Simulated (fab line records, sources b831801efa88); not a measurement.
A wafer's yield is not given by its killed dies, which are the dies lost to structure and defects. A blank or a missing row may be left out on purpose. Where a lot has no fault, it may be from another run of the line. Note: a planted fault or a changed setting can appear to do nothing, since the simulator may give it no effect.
fab line records    flow sky130
record lots=14  wafers=42  last-day=50
route steps=708 shown VIA2@509 METAL3@532 CAPM@539
lots that met no fault: taken from a fault-free run of the same line
start-h: hours from the record's opening day to when the first of the lot's shown wafers began    wait-h: hours from the lot's prior step to this one    " identical to the entry in the row above    L1.1+2: a row that stands for several wafers    - no value, or no start was given    * or withheld: withheld    < > ~ a bound
route shown NAME@n: names a module that has steps shown in the file, with the first one's number in the route    usual: mean/standard deviation of fault-free wafers    same: alike in all rows    chamber/n: place in a boat    sites: per-site readings    _std_site: standard deviation of those values    _edge_site: the outer-site mean with the inner-site mean subtracted    radius-mm: how far each site lies from the wafer's centre    mask NAME#n: copy n    behind: tool/chamber where the wafer was last shaped    hold: why the lot went on hold/how many hours it stayed there/how the hold came to an end    device: the transistor (n, p or np) that didn't switch    end of line: tests of these same wafers at the route's end    step lacking rows: just its recipe    killed: dies that structure and defects cost at the first sort, which is not the same as the wafer's yield    map: a wafer's dies, x killed, . not, _ none there
set.NAME: setting as actually run; set.NAME@STEP: the setting as run at that earlier step    model.NAME: the simulator's own value behind a step, which no gauge read
route steps across a sampled set of lots; one table per step, one row per wafer
services: from which hour (start-h, from the record's first day; less than 0 if before it) a tool's chamber was out of use, for how many hours, and why
## steps
# step SKY_VIA2_CMP_02
# recipe material=SiO2  down-force-psi=4  platen-rpm=60  pad-velocity-m-s=0.94248
# usual motor-current-A=11.7/1.3
lot.wafer  tool    chamber  start-h  wait-h  motor-current-A
L224.4     cmp-01  1        837.41   0.2     11.5
L224.2     "       2        "        "       11.7
L224.5     "       2        "        "       11.5
L225.4     cmp-02  0        840.36   0.1     9.8
L225.1     "       2        "        "       10.3
L225.5     "       0        "        "       9.9
L226.3     cmp-02  0        851.05   0.0     10.0
L226.5     "       0        "        "       10.0
L226.6     "       1        "        "       12.3
L227.4     cmp-01  0        858.78   0.2     12.4
L227.5     "       2        "        "       10.8
L227.6     "       3        "        "       12.3
L230.2     cmp-02  0        883.50   0.1     10.5
L230.5     "       3        "        "       13.1
L230.6     "       0        "        "       10.0
L231.2     cmp-02  3        889.65   0.1     15.0
L231.1     "       0        "        "       9.4
L231.6     "       3        "        "       13.5
L232.2     cmp-01  0        897.55   0.1     13.3
L232.5     "       2        "        "       11.8
L232.6     "       3        "        "       12.4
L235.2     cmp-02  1        922.27   0.1     11.7
L235.4     "       2        "        "       10.4
L235.6     "       0        "        "       10.6
L240.4     cmp-02  3        955.79   0.1     14.4
L240.1     "       0        "        "       9.8
L240.6     "       2        "        "       10.4
L241.3     cmp-01  2        965.80   0.1     11.2
L241.6     "       0        "        "       12.7
L241.5     "       1        "        "       11.2
L242.4     cmp-01  2        972.75   0.0     11.0
L242.3     "       0        "        "       13.0
L242.6     "       3        "        "       12.1
L243.2     cmp-01  2        988.15   0.1     11.9
L243.1     "       3        "        "       12.5
L243.6     "       1        "        "       11.3
L244.4     cmp-02  1        988.16   0.0     12.0
L244.1     "       3        "        "       13.9
L244.6     "       1        "        "       12.3
L245.3     cmp-02  3        1003.74  0.2     14.3
L245.6     "       2        "        "       10.3
L245.5     "       3        "        "       13.7
# step SKY_METAL3_SPUTTER_00
# recipe material=Ti  target-thk-nm=15  power-w=3000  time-s=10  chamber-pressure-pa=0.4
# usual cathode-dc-power-W=3000.0/0.57  chamber-pressure-pa=0.4000/0.00082  throttle-valve-pct=29.7/0.7
lot.wafer  tool            chamber  start-h  wait-h  cathode-dc-power-W  chamber-pressure-pa  throttle-valve-pct
L224.2     pvd-sputter-04  -        866.34   0.2     3000.3              0.3991               31.8
L224.4     "               -        "        "       2999.5              0.3997               29.6
L224.5     "               -        "        "       2999.5              0.3994               31.9
L225.1     pvd-sputter-04  -        867.44   0.2     3000.2              0.4000               31.7
L225.4     "               -        "        "       2998.9              0.3997               28.5
L225.5     "               -        "        "       2999.3              0.4008               31.9
L226.3     pvd-sputter-01  -        879.06   0.2     2999.3              0.4008               29.3
L226.5     "               -        "        "       3001.1              0.3977               29.4
L226.6     "               -        "        "       2999.4              0.4001               29.4
L227.4     pvd-sputter-02  -        886.06   0.2     3000.3              0.4008               28.5
L227.5     "               -        "        "       2999.5              0.3997               29.8
L227.6     "               -        "        "       3000.7              0.3993               29.2
L230.2     pvd-sputter-02  -        910.66   0.2     2999.8              0.4002               29.3
L230.5     "               -        "        "       2999.3              0.3997               29.6
L230.6     "               -        "        "       2999.9              0.3990               29.7
L231.1     pvd-sputter-01  -        916.86   0.2     3000.4              0.3992               29.8
L231.2     "               -        "        "       2999.6              0.4009               29.5
L231.6     "               -        "        "       2999.9              0.3995               29.8
L232.2     pvd-sputter-04  -        923.71   0.2     2998.8              0.4013               28.6
L232.5     "               -        "        "       3000.3              0.3992               30.6
L232.6     "               -        "        "       3000.1              0.4012               28.4
L235.2     pvd-sputter-01  -        947.61   0.2     2999.9              0.3988               29.4
L235.4     "               -        "        "       2999.5              0.4003               29.7
L235.6     "               -        "        "       2999.5              0.4011               29.9
L240.1     pvd-sputter-01  -        981.36   0.2     -                   -                    -
L240.4     "               -        "        "       -                   -                    -
L240.6     "               -        "        "       -                   -                    -
L241.3     pvd-sputter-01  -        990.75   0.2     -                   -                    -
L241.5     "               -        "        "       -                   -                    -
L241.6     "               -        "        "       -                   -                    -
L242.3     pvd-sputter-01  -        997.95   0.1     2999.3              0.4001               29.8
L242.4     "               -        "        "       3000.6              0.3991               29.4
L242.6     "               -        "        "       3000.3              0.4012               29.6
L243.1     pvd-sputter-01  -        1013.45  0.2     2998.9              0.4002               29.4
L243.2     "               -        "        "       3000.2              0.3989               29.9
L243.6     "               -        "        "       3000.2              0.4004               29.7
L244.1     pvd-sputter-02  -        1013.80  0.1     3000.2              0.4000               28.6
L244.4     "               -        "        "       3000.7              0.3992               29.4
L244.6     "               -        "        "       3000.7              0.3999               29.8
L245.3     pvd-sputter-01  -        1028.41  0.1     2999.8              0.4005               29.3
L245.5     "               -        "        "       2999.2              0.4014               29.6
L245.6     "               -        "        "       3001.3              0.3995               29.6
# step SKY_CAPM_SPUTTER_02
# recipe material=TiN  target-thk-nm=200  temp-c=300  power-w=6500  time-s=159.7  chamber-pressure-pa=0.4
# usual cathode-dc-power-W=6500.1/1.1  chamber-pressure-pa=0.4001/0.00078  throttle-valve-pct=29.6/0.92
lot.wafer  tool            chamber  start-h  wait-h  cathode-dc-power-W  chamber-pressure-pa  throttle-valve-pct
L224.2     pvd-sputter-01  -        866.57   0.0     6500.7              0.4000               29.6
L224.4     "               -        "        "       6499.8              0.4011               29.3
L224.5     "               -        "        "       6500.4              0.4002               29.3
L225.1     pvd-sputter-03  -        867.68   0.1     6499.2              0.3999               27.9
L225.4     "               -        "        "       6501.0              0.3996               30.7
L225.5     "               -        "        "       6499.9              0.3996               29.4
L226.3     pvd-sputter-03  -        879.30   0.0     6501.6              0.3999               29.1
L226.5     "               -        "        "       6500.2              0.4011               30.8
L226.6     "               -        "        "       6498.8              0.3987               29.6
L227.4     pvd-sputter-01  -        886.35   0.1     6502.5              0.4008               29.3
L227.5     "               -        "        "       6499.7              0.4009               29.7
L227.6     "               -        "        "       6501.5              0.3988               29.8
L230.2     pvd-sputter-03  -        910.89   0.0     6499.2              0.4008               27.9
L230.5     "               -        "        "       6500.5              0.3997               28.0
L230.6     "               -        "        "       6502.3              0.4002               29.1
L231.1     pvd-sputter-04  -        917.11   0.1     6499.6              0.4008               29.6
L231.2     "               -        "        "       6499.3              0.3996               30.7
L231.6     "               -        "        "       6499.6              0.3995               29.0
L232.2     pvd-sputter-01  -        923.95   0.0     6499.1              0.4015               29.4
L232.5     "               -        "        "       6500.1              0.3996               29.7
L232.6     "               -        "        "       6500.0              0.4009               29.5
L235.2     pvd-sputter-04  -        947.85   0.0     6500.1              0.3994               30.0
L235.4     "               -        "        "       6499.9              0.4009               30.7
L235.6     "               -        "        "       6500.8              0.4006               31.7
L240.1     pvd-sputter-03  -        981.61   0.1     6500.6              0.4001               30.8
L240.4     "               -        "        "       6497.4              0.3995               29.3
L240.6     "               -        "        "       6499.3              0.3991               29.2
L241.3     pvd-sputter-03  -        991.00   0.0     6501.1              0.4001               27.8
L241.5     "               -        "        "       6500.8              0.4010               29.2
L241.6     "               -        "        "       6500.9              0.4002               30.6
L242.3     pvd-sputter-03  -        998.19   0.0     6499.6              0.4010               29.3
L242.4     "               -        "        "       6498.3              0.3995               29.3
L242.6     "               -        "        "       6498.9              0.4004               30.8
L243.1     pvd-sputter-03  -        1013.69  0.1     6499.0              0.4008               30.8
L243.2     "               -        "        "       6501.3              0.4000               29.2
L243.6     "               -        "        "       6498.4              0.3997               29.5
L244.1     pvd-sputter-01  -        1014.05  0.1     6501.0              0.4008               29.6
L244.4     "               -        "        "       6500.4              0.4000               29.5
L244.6     "               -        "        "       6501.6              0.3993               29.8
L245.3     pvd-sputter-03  -        1028.65  0.0     6499.7              0.3996               27.8
L245.5     "               -        "        "       6500.9              0.3999               30.5
L245.6     "               -        "        "       6502.2              0.4015               29.3
## services
tool            chamber  start-h  hours  kind
pvd-sputter-01  -        821.11   7.9    repair
cmp-02          -        825.05   0.8    repair
cmp-01          -        885.02   1.8    repair
cmp-01          -        912.00   4.0    pm
cmp-01          -        916.00   -      consumable-replace:conditioner
cmp-01          -        916.00   -      consumable-replace:pad
cmp-01          -        938.68   1.7    repair
cmp-01          -        956.46   3.9    pm
pvd-sputter-04  -        978.96   110.0  repair
cmp-01          -        1012.02  0.3    repair
pvd-sputter-02  -        1025.53  7.7    repair
## key
first-sign step=SKY_METAL3_SPUTTER_00  reading=tool-record  direction=missing
effect none on later readings
met-at SKY_METAL3_SPUTTER_00
struck-lots L240,L241
later-rows-left-out L240.1,L240.4,L240.6,L241.3,L241.5,L241.6
sort-left-out L240.1,L240.4,L240.6,L241.3,L241.5,L241.6
not-acting-at SKY_VIA2_CMP_02,SKY_CAPM_SPUTTER_02
onset-between 947.61 981.36
fault kind=skipped-step-whole  tool=pvd-sputter-01  chamber=-  onset-h=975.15  steps=SKY_METAL3_SPUTTER_00  scope=struck-lots-only
# sort-left-out: the simulated sort isn't trusted on such a fault, so these wafers' sort isn't shown, and their yield isn't known
# later-rows-left-out: the simulator's readings of these wafers behind a module that went badly wrong aren't trusted and aren't shown, but for the sort
